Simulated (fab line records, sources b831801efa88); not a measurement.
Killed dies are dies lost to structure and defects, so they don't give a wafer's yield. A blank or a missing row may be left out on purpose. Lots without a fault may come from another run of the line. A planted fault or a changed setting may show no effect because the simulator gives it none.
Which tool did it? | flow gf180mcu | 12 lots, 36 wafers sampled, at 1 step of a route of 602

WHAT THE GAUGES READ, wafer by wafer
GF_MVSD_OVL_MEAS_07.
lot  | measured    | on         | MVSD_OVL (nm)
L075 | day 4 18:50 | overlay-01 | 0.6 0.7 -1.1
L077 | day 5 05:56 | overlay-02 | 3.2 0.4 2.7
L079 | day 5 16:01 | overlay-02 | -0.9 0.2 -0.4
L081 | day 6 11:43 | overlay-02 | 3.9 2.7 3.4
L083 | day 6 16:50 | overlay-02 | 0.9 2.2 3.5
L085 | day 7 05:29 | overlay-02 | 0.8 1.4 1.8
L087 | day 7 14:53 | overlay-01 | 2.1 0.6 -0.6
L089 | day 8 00:40 | overlay-01 | 0.5 0.3 2.1
L091 | day 8 11:27 | overlay-01 | 0.4 0.1 2.2
L093 | day 8 22:54 | overlay-02 | 1.8 3.2 3.4
L095 | day 9 11:29 | overlay-01 | 1.4 3.9 3.3
L097 | day 9 22:09 | overlay-01 | 2.9 5.0 1.8

WHICH TOOL RAN EACH LOT (tool, then ch and the chambers of the sampled wafers, then the start)
The record holds no process step before these readings.

THE ANSWER, worked out from the rows above alone
Rule: what is usual is taken from the lots themselves. Put in order of their means at a reading, lots are off if they are a third of the lots or fewer, leave a main group of 4 or more, and stand apart from it by a gap of 3 or more times the standard deviation of the main group's means; of several such gaps the widest counts. A main group whose means are all the same, to the digits that the tables above print for the reading, isn't used. A lot without any number at a reading at which 4 lots or more have one is off too. The other lots that the step has rows for count as sound.
No lot is off at any reading shown: from this, nothing can be told.

WHAT THE SIMULATOR HAD PUT IN
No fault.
